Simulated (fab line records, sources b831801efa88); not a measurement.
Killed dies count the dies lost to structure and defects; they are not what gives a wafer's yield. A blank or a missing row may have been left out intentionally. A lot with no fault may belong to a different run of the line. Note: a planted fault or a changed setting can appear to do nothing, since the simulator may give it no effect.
Commonality check across tools ; flow sky130 ; Sample size 12 lots and 36 wafers

== WHY IT WAS OPENED ==
SKY_NWELL_OVL_MEAS_10, reading NWELL_00_OVL: flagged on 4 of 12 lots. Fault-free wafers read -0.1 nm, with a standard deviation of 1.3.
Rule: a lot is flagged in two cases, either no wafer of it has a number, or all its wafers with numbers fall more than 4 standard deviations from that mean. The other lots count as sound.

lot;measured;on;NWELL_00_OVL (nm), wafer by wafer;flag
L180;day 4 09:06;overlay-01;1.9 1.2 1.4;
L181;day 5 07:27;overlay-02;-0.9 0.5 0.0;
L184;day 5 13:23;overlay-02;-1.0 -1.6 -0.4;
L185;day 5 17:57;overlay-01;0.3 0.1 0.3;
L186;day 6 00:17;overlay-01;-113.2 -112.7 -112.5;FLAGGED
L187;day 6 06:00;overlay-01;-113.7 -113.8 -115.6;FLAGGED
L188;day 6 10:14;overlay-02;0.3 -0.8 -0.2;
L189;day 6 17:09;overlay-02;-112.2 -111.8 -112.2;FLAGGED
L190;day 6 21:41;overlay-02;-115.2 -112.3 -113.1;FLAGGED
L196;day 9 00:02;overlay-02;-2.3 -1.2 -2.6;
L199;day 9 07:47;overlay-02;1.0 1.9 1.0;
L198;day 9 08:32;overlay-02;-0.6 0.4 0.1;
On average the flagged lots' numbers are -113.2 nm, which is -113.1 nm against the usual, or -87 standard deviations.

== EACH LOT AND THE TOOL IT RAN ON ==
Before the reading, the record contains 3 process steps out of a 708-step route. Every cell lists first the tool, next ch and the chambers used by the sampled wafers, and last the start.
lot;flag;SKY_FIELD_ISO_ETCH_17;SKY_DNWELL_STRIP_08;SKY_NWELL_EXPOSE_07
L180;;rie-si-02 ch 0,1,2, day 2 05:01;plasma-asher-02 ch 0,1, day 3 01:20;iline-stepper-02 ch 0, day 4 01:05
L181;;rie-si-01 ch 0,1,2, day 2 14:49;plasma-asher-02 ch 0,1, day 3 19:37;iline-stepper-01 ch 0, day 4 22:24
L184;;rie-si-01 ch 1,2,3, day 3 00:31;plasma-asher-02 ch 0,1, day 4 00:56;iline-stepper-01 ch 0, day 5 04:05
L185;;rie-si-01 ch 0,1,2, day 3 05:10;plasma-asher-02 ch 0,1, day 4 05:50;iline-stepper-01 ch 0, day 5 08:46
L186;FLAGGED;rie-si-02 ch 1,2,3, day 3 13:28;plasma-asher-02 ch 0,1, day 4 13:14;iline-stepper-01 ch 0, day 5 16:44
L187;FLAGGED;rie-si-01 ch 0,1,3, day 3 18:31;plasma-asher-02 ch 0,1, day 4 17:26;iline-stepper-01 ch 0, day 5 21:11
L188;;rie-si-02 ch 0,3, day 3 22:46;plasma-asher-02 ch 0,1, day 4 22:38;iline-stepper-02 ch 0, day 6 01:04
L189;FLAGGED;rie-si-01 ch 1,3, day 4 03:43;plasma-asher-02 ch 0,1, day 5 05:04;iline-stepper-01 ch 0, day 6 09:07
L190;FLAGGED;rie-si-01 ch 0,3, day 4 10:55;plasma-asher-04 ch 0, day 5 10:59;iline-stepper-01 ch 0, day 6 13:11
L196;;rie-si-02 ch 1,2, day 5 16:31;plasma-asher-02 ch 0,1, day 7 07:23;iline-stepper-02 ch 0, day 8 13:35
L199;;rie-si-01 ch 0,1, day 6 08:49;plasma-asher-02 ch 0,1, day 7 14:08;iline-stepper-02 ch 0, day 8 21:13
L198;;rie-si-02 ch 1,2, day 6 02:19;plasma-asher-02 ch 1, day 7 14:23;iline-stepper-02 ch 0, day 8 22:01
These steps, and what they do:
- SKY_FIELD_ISO_ETCH_17: etches Si in HBr/Cl2/O2, target depth 342 nm, time 97.7 s.
- SKY_DNWELL_STRIP_08: strips in O2/N2.
- SKY_NWELL_EXPOSE_07: exposes mask NWM, target cd 840 nm.
- SKY_NWELL_OVL_MEAS_10

== FLAGGED AGAINST TOTAL, ONE TOOL AT A TIME (gauges that did the reading follow at the end) ==
step;tool;lots run;flagged;share of the flagged lots;sound lots run after its first flagged lot
SKY_FIELD_ISO_ETCH_17;rie-si-01;7;3;some;1 (L199)
SKY_FIELD_ISO_ETCH_17;rie-si-02;5;1;some;3 (L188,L196,L198)
SKY_DNWELL_STRIP_08;plasma-asher-02;11;3;some;4 (L188,L196,L199,L198)
SKY_DNWELL_STRIP_08;plasma-asher-04;1;1;some;0
SKY_NWELL_EXPOSE_07;iline-stepper-01;7;4;all;0
SKY_NWELL_EXPOSE_07;iline-stepper-02;5;0;none;-
SKY_NWELL_OVL_MEAS_10;overlay-01;4;2;some;0
SKY_NWELL_OVL_MEAS_10;overlay-02;8;2;some;3 (L196,L199,L198)

== THE TABLE: WHAT IT ALLOWS ==
In the table, 1 row covers all flagged lots: iline-stepper-01 at SKY_NWELL_EXPOSE_07.
- iline-stepper-01 at SKY_NWELL_EXPOSE_07 ran 7 lots, 4 of them flagged. It ran its last sound lot, L185, at day 5 08:46 and its first flagged lot, L186, at day 5 16:44: a fault with its onset between the two fits.
Left over: one tool, iline-stepper-01 at SKY_NWELL_EXPOSE_07.

== WHAT THE SIMULATOR PUT IN ==
Scanner matching overlay: iline-stepper-01, from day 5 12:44 on, at SKY_NWELL_EXPOSE_07. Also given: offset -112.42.
Shown lots that were struck: L186, L187, L189, L190. The same result came from the rule above.
